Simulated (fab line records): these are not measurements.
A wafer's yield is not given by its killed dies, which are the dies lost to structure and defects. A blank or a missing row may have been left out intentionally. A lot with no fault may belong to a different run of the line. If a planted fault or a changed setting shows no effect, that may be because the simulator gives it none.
The tool behind it: which one? | flow gf180mcu | 36 wafers from 12 lots sampled at 5 of the route's 602 steps

WHAT EACH GAUGE READ, for each wafer
GF_V3_THK_MEAS_03. Usual: V3_CVD_02_THK 846 nm, standard deviation 12.
lot  | measured     | on           | V3_CVD_02_THK (nm) | flag
L339 | day 21 06:26 | filmMetro-02 | 835 835 846        | 
L341 | day 22 05:23 | filmMetro-01 | 859 845 850        | 
L342 | day 22 22:10 | filmMetro-02 | 834 823 841        | 
L343 | day 23 02:08 | filmMetro-02 | 841 823 846        | 
L347 | day 24 10:17 | filmMetro-02 | 596 601 603        | OFF
L350 | day 25 09:04 | filmMetro-04 | 595 603 610        | OFF
L355 | day 26 22:23 | filmMetro-02 | 846 865 853        | 
L358 | day 27 20:01 | filmMetro-01 | 829 830 856        | 
L359 | day 27 23:24 | filmMetro-04 | 848 862 856        | 
L360 | day 28 11:47 | filmMetro-04 | 829 842 857        | 
L361 | day 28 16:44 | filmMetro-01 | 843 850 849        | 
L362 | day 29 03:28 | filmMetro-01 | 840 852 865        | 

WHAT TOOL EACH LOT RAN ON (gives the tool, then ch and the chambers of the sampled wafers, and finally the start)
lot  | GF_V2_ETCH_16                     | GF_M3_SPUTTER_02            | GF_M3_SPUTTER_04            | GF_V3_CVD_02
L339 | rieDiel-04 ch 0,1,3, day 20 03:37 | pvdSputter-01, day 20 05:05 | pvdSputter-01, day 20 05:08 | pecvd-03 ch 1,2, day 21 06:20
L341 | rieDiel-04 ch 0,2, day 21 03:13   | pvdSputter-01, day 21 04:41 | pvdSputter-01, day 21 04:44 | pecvd-01 ch 0,1, day 22 05:19
L342 | rieDiel-03 ch 1, day 21 19:34     | pvdSputter-01, day 21 21:13 | pvdSputter-01, day 21 21:16 | pecvd-02 ch 0,1,2, day 22 22:04
L343 | rieDiel-04 ch 0,3, day 22 00:19   | pvdSputter-04, day 22 01:55 | pvdSputter-04, day 22 01:58 | pecvd-03 ch 0,1, day 23 02:02
L347 | rieDiel-04 ch 0,3, day 23 09:38   | pvdSputter-01, day 23 11:08 | pvdSputter-01, day 23 11:11 | pecvd-02 ch 0,1,2, day 24 10:11
L350 | rieDiel-03 ch 0,2,3, day 24 08:22 | pvdSputter-04, day 24 09:53 | pvdSputter-04, day 24 09:56 | pecvd-02 ch 0,1, day 25 09:00
L355 | rieDiel-04 ch 0,1, day 25 23:16   | pvdSputter-01, day 26 00:46 | pvdSputter-01, day 26 00:49 | pecvd-03 ch 0,1, day 26 22:18
L358 | rieDiel-04 ch 0,1,2, day 26 21:16 | pvdSputter-01, day 26 22:52 | pvdSputter-01, day 26 22:55 | pecvd-03 ch 0,1,2, day 27 19:56
L359 | rieDiel-04 ch 0,2,3, day 27 01:14 | pvdSputter-02, day 27 02:47 | pvdSputter-02, day 27 02:50 | pecvd-03 ch 0,1, day 27 23:19
L360 | rieDiel-03 ch 0,2, day 27 12:31   | pvdSputter-02, day 27 14:20 | pvdSputter-02, day 27 14:23 | pecvd-02 ch 0,2, day 28 11:43
L361 | rieDiel-04 ch 0,1,3, day 27 18:29 | pvdSputter-04, day 27 19:59 | pvdSputter-04, day 27 20:02 | pecvd-02 ch 0,1, day 28 16:40
L362 | rieDiel-03 ch 1,2,3, day 28 05:07 | pvdSputter-01, day 28 06:38 | pvdSputter-01, day 28 06:41 | pecvd-02 ch 1,2, day 29 03:23
- GF_V2_ETCH_16: etches BARC in N2/H2.
- GF_M3_SPUTTER_02: material AlCu, target thk 450 nm, time 23.9 s.
- GF_M3_SPUTTER_04: material TiN, target thk 50 nm, time 41.7 s.
- GF_V3_CVD_02: deposits SiO2 from TEOS, target thk 850 nm, time 94.851 s.

AS READ BY THE TOOLS THEMSELVES (means over the sampled wafers that have a number; for cases with no such wafer, the mark the record gives instead)
GF_V2_ETCH_16. Usual: chamberPressureMTorr 29.99 mTorr, standard deviation 0.042; drypumpMotorCurrentA 5.8 A, standard deviation 0.31; oesProductAu 0.855 a.u., standard deviation 0.0052; throttleValvePct 13.225 %, standard deviation 0.0094.
lot  | tool       | chamberPressureMTorr (mTorr) | drypumpMotorCurrentA (A) | oesProductAu (a.u.) | throttleValvePct (%) | flag
L339 | rieDiel-04 | 29.97                        | 6.0                      | 0.855               | 13.223               | 
L341 | rieDiel-04 | 30.00                        | 5.8                      | 0.850               | 13.219               | 
L342 | rieDiel-03 | 30.01                        | 5.3                      | 0.852               | 13.226               | 
L343 | rieDiel-04 | 29.98                        | 5.9                      | 0.854               | 13.225               | 
L347 | rieDiel-04 | 30.00                        | 5.9                      | 0.858               | 13.228               | 
L350 | rieDiel-03 | 30.04                        | 5.9                      | 0.853               | 13.221               | 
L355 | rieDiel-04 | 30.00                        | 6.0                      | 0.853               | 13.229               | 
L358 | rieDiel-04 | 29.98                        | 6.0                      | 0.857               | 13.228               | 
L359 | rieDiel-04 | 30.01                        | 5.8                      | 0.857               | 13.221               | 
L360 | rieDiel-03 | 30.00                        | 6.0                      | 0.860               | 13.229               | 
L361 | rieDiel-04 | 29.96                        | 6.0                      | 0.854               | 13.216               | 
L362 | rieDiel-03 | 29.99                        | 5.7                      | 0.856               | 13.227               | 

GF_M3_SPUTTER_02. Usual: 29.7 % for throttleValvePct, sd 0.7.
lot  | tool          | throttleValvePct (%) | flag
L339 | pvdSputter-01 | 29.3                 | 
L341 | pvdSputter-01 | 29.8                 | 
L342 | pvdSputter-01 | 29.7                 | 
L343 | pvdSputter-04 | 29.3                 | 
L347 | pvdSputter-01 | 29.7                 | 
L350 | pvdSputter-04 | 29.3                 | 
L355 | pvdSputter-01 | 29.7                 | 
L358 | pvdSputter-01 | 29.7                 | 
L359 | pvdSputter-02 | 29.0                 | 
L360 | pvdSputter-02 | 30.0                 | 
L361 | pvdSputter-04 | 29.8                 | 
L362 | pvdSputter-01 | 29.8                 | 

GF_M3_SPUTTER_04. Usual: 29.7 % for throttleValvePct, sd 0.71.
lot  | tool          | throttleValvePct (%) | flag
L339 | pvdSputter-01 | 29.4                 | 
L341 | pvdSputter-01 | 29.8                 | 
L342 | pvdSputter-01 | 29.8                 | 
L343 | pvdSputter-04 | 29.1                 | 
L347 | pvdSputter-01 | 29.9                 | 
L350 | pvdSputter-04 | 29.4                 | 
L355 | pvdSputter-01 | 29.7                 | 
L358 | pvdSputter-01 | 29.6                 | 
L359 | pvdSputter-02 | 29.1                 | 
L360 | pvdSputter-02 | 29.8                 | 
L361 | pvdSputter-04 | 29.7                 | 
L362 | pvdSputter-01 | 29.7                 | 

GF_V3_CVD_02. Usual: 702 W for heaterPowerW, sd 76.
lot  | tool     | heaterPowerW (W) | flag
L339 | pecvd-03 | 687              | 
L341 | pecvd-01 | 685              | 
L342 | pecvd-02 | 675              | 
L343 | pecvd-03 | 675              | 
L347 | pecvd-02 | 655              | 
L350 | pecvd-02 | 660              | 
L355 | pecvd-03 | 654              | 
L358 | pecvd-03 | 718              | 
L359 | pecvd-03 | 639              | 
L360 | pecvd-02 | 679              | 
L361 | pecvd-02 | 666              | 
L362 | pecvd-02 | 755              | 

THE ANSWER, worked out from the rows above alone
Rule: lot off if the mean of its wafers having a number is beyond 3 standard deviations from the usual mean. A lot without any number at a reading at which 4 lots or more have one is off too. The other lots that the step has rows for count as sound. The gauges are gone through in route order, then the tools' own readings, and for those a lot's mean is taken as printed above. The first step at which some lot is off is used, and at that step the reading that is off furthest; a lot without a number counts as furthest.
Off: L347, L350, at GF_V3_THK_MEAS_03 (V3_CVD_02_THK).
A tool fits if, at a process step before that reading, it ran every lot that is off, and no sound lot after the first of them. Those tools and the gauges at GF_V3_THK_MEAS_03 are tried in the same way. Not one of the candidates tried fits.

WHAT WAS PUT IN BY THE SIMULATOR
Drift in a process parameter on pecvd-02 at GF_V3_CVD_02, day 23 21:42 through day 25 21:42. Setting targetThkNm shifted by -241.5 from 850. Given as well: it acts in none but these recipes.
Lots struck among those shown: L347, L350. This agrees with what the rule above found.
